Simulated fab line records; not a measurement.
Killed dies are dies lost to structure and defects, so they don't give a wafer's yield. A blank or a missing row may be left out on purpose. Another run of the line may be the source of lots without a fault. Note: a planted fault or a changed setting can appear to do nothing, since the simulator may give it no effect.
The tool behind it: which one? -- flow sky130 -- Sampling: 11 lots, 33 wafers, 5 of 708 route steps

WHAT EACH GAUGE READ, for each wafer
SKY_VT_ADJUST_PCH_OVL_MEAS_07.
lot,measured,on,VT_ADJUST_PCH_OVL (nm)
L842,day 10 18:43,overlay-02,-0.3 2.1 0.5
L843,day 11 03:15,overlay-02,-0.4 -0.1 -0.6
L844,day 11 08:05,overlay-01,-0.7 -1.2 -2.3
L845,day 11 17:44,overlay-02,1.4 1.5 0.5
L848,day 12 19:22,overlay-02,3.3 1.9 3.2
L853,day 14 04:47,overlay-02,1.0 -0.1 1.7
L854,day 14 11:39,overlay-01,-0.2 -2.0 0.1
L861,day 16 22:48,overlay-01,-0.4 -0.7 0.8
L862,day 16 23:06,overlay-01,0.0 -1.2 -0.7
L863,day 17 08:11,overlay-01,-2.1 -1.2 -0.6
L864,day 17 14:42,overlay-01,-1.5 0.0 -1.8

SKY_SONOS_ONO_OVL_MEAS_14.
lot,measured,on,SONOS_ONO_OVL (nm)
L842,day 12 23:55,overlay-01,0.0 -0.6 -2.5
L843,day 13 09:44,overlay-02,-0.9 1.0 -1.8
L844,day 13 16:58,overlay-01,-2.5 -3.0 -2.3
L845,day 14 00:19,overlay-02,-0.5 -1.5 -0.6
L848,day 15 04:16,overlay-02,-1.5 -0.5 -0.3
L853,day 16 15:52,overlay-01,-2.6 -1.9 -3.1
L854,day 17 00:10,overlay-01,-3.9 -5.0 -3.5
L861,day 19 15:01,overlay-01,-1.3 -1.8 -0.6
L862,day 19 15:19,overlay-02,-3.1 -2.0 -1.7
L863,day 20 01:52,overlay-02,1.9 -0.6 -2.4
L864,day 20 06:34,overlay-01,-1.9 -1.6 -1.8

SKY_GATE_OXIDE_THK_MEAS_02.
lot,measured,on,GATE_OXIDE_OXIDATION_00_THK (nm)
L842,day 13 01:48,film metro-02,10.43 10.22 10.19
L843,day 13 11:29,film metro-02,9.96 9.88 9.99
L844,day 13 19:38,film metro-02,10.12 10.38 10.09
L845,day 14 02:28,film metro-02,10.66 10.55 10.54
L848,day 15 06:07,film metro-01,10.12 10.06 10.22
L853,day 16 20:25,film metro-04,7.19 6.90 7.11
L854,day 17 03:24,film metro-02,7.10 7.02 7.25
L861,day 19 16:47,film metro-02,10.21 9.95 10.19
L862,day 19 18:11,film metro-02,10.13 10.07 10.13
L863,day 20 03:42,film metro-04,10.14 10.11 10.18
L864,day 20 09:12,film metro-04,10.09 10.25 10.25

WHICH TOOL RAN EACH LOT (tool, then ch and the chambers of the sampled wafers, then the start)
lot,SKY_VT_ADJUST_HVTR_STRIP_10,SKY_GATE_OXIDE_OXIDATION_01
L842,"plasma asher-02 ch 1, day 9 20:19","furnace-02 ch 0, day 13 00:23"
L843,"plasma asher-01 ch 0,1, day 10 04:52","furnace-01 ch 0, day 13 10:04"
L844,"plasma asher-02 ch 0,1, day 10 08:25","furnace-02 ch 0, day 13 18:13"
L845,"plasma asher-02 ch 0,1, day 10 18:01","furnace-02 ch 0, day 14 01:04"
L848,"plasma asher-03 ch 0,1, day 11 19:28","furnace-01 ch 0, day 15 04:41"
L853,"plasma asher-02 ch 0,1, day 13 02:53","furnace-02 ch 0, day 16 19:01"
L854,"plasma asher-03 ch 0, day 13 09:36","furnace-02 ch 0, day 17 01:59"
L861,"plasma asher-01 ch 0,1, day 15 19:07","furnace-01 ch 0, day 19 15:22"
L862,"plasma asher-02 ch 0,1, day 15 19:25","furnace-01 ch 0, day 19 16:47"
L863,"plasma asher-01 ch 0,1, day 16 05:00","furnace-02 ch 0, day 20 02:17"
L864,"plasma asher-02 ch 0,1, day 16 10:29","furnace-02 ch 0, day 20 07:38"
- SKY_VT_ADJUST_HVTR_STRIP_10: strips in O2/N2.
- SKY_GATE_OXIDE_OXIDATION_01: stabilise 600 s, purge 300 s, target thk 10.268 nm.

AS READ BY THE TOOLS THEMSELVES (means over the sampled wafers that have a number; for cases with no such wafer, the mark the record gives instead)
SKY_VT_ADJUST_HVTR_STRIP_10.
lot,tool,chamber pressure mTorr (mTorr),drypump motor current A (A),oes product au (a.u.),strip time to endpoint s (s)
L842,plasma asher-02,1500.1,6.3,0.715,14.16
L843,plasma asher-01,1499.8,6.0,0.717,14.23
L844,plasma asher-02,1499.1,5.9,0.716,14.16
L845,plasma asher-02,1501.0,5.9,0.715,14.14
L848,plasma asher-03,1499.9,5.7,0.716,14.19
L853,plasma asher-02,1500.6,6.0,0.713,14.23
L854,plasma asher-03,1500.3,6.1,0.712,14.13
L861,plasma asher-01,1499.7,6.0,0.713,14.15
L862,plasma asher-02,1499.1,5.9,0.715,14.15
L863,plasma asher-01,1499.8,6.0,0.711,14.20
L864,plasma asher-02,1501.1,5.7,0.712,14.15

SKY_GATE_OXIDE_OXIDATION_01.
lot,tool,spike tc bottom C (C),spike tc centre C (C),spike tc lower C (C),spike tc top C (C),spike tc upper C (C),tube center temp C (C),tube_center_temp_C_max,zone power lower pct (%),zone power upper pct (%)
L842,furnace-02,921,902.8,901.3,909.7,902.4,900,902.2,19.1,17.30
L843,furnace-01,915,901.5,898.4,916.1,900.3,900,902.3,18.7,17.32
L844,furnace-02,920,902.4,900.2,911.0,901.9,900,902.2,19.3,17.18
L845,furnace-02,922,902.2,900.9,911.7,901.3,900,902.2,19.1,17.28
L848,furnace-01,915,901.0,898.3,915.0,901.8,900,902.5,18.7,17.44
L853,furnace-02,890,870.1,869.3,879.5,869.6,868,870.6,17.9,16.02
L854,furnace-02,889,871.6,869.5,878.9,870.5,868,870.7,18.0,16.01
L861,furnace-01,915,902.1,898.3,914.0,900.9,900,902.3,18.6,17.26
L862,furnace-01,915,901.2,897.4,915.6,901.3,900,902.3,18.7,17.18
L863,furnace-02,921,902.1,901.3,910.6,900.8,900,902.5,19.3,17.29
L864,furnace-02,920,902.9,900.4,911.1,901.9,900,902.7,19.3,17.14

THE ANSWER, worked out from the rows above alone
Rule: the usual values come from the lots themselves. The widest of any qualifying gaps counts: lots, ordered by their means at a reading, are off when they make up no more than a third of the lots, leave a main group of 4 or more, and stand apart from it by 3 or more times the standard deviation of that group's means. Not used: any main group whose means are identical at the precision the tables above print for the reading. A lot without any number at a reading at which 4 lots or more have one is off too. The other lots that the step has rows for count as sound. After the gauges, taken in route order, come the tools' own readings; for these a lot's mean is taken, as printed above. At the first step where some lot is off, the reading lying furthest off is the one used; lots without a number count as furthest.
Off: L853, L854, seen at SKY_GATE_OXIDE_THK_MEAS_02 (GATE_OXIDE_OXIDATION_00_THK). Main group: mean 10.19 nm, sd 0.16.
A tool fits if, at a process step before that reading, it ran every lot that is off, and no sound lot after the first of them. Not tried: the gauges at SKY_GATE_OXIDE_THK_MEAS_02; whatever is off there is also off at SKY_GATE_OXIDE_OXIDATION_01, on other tools, and gauge error can't account for it. No candidate that was tried fits.

WHAT HAD BEEN PUT IN BY THE SIMULATOR
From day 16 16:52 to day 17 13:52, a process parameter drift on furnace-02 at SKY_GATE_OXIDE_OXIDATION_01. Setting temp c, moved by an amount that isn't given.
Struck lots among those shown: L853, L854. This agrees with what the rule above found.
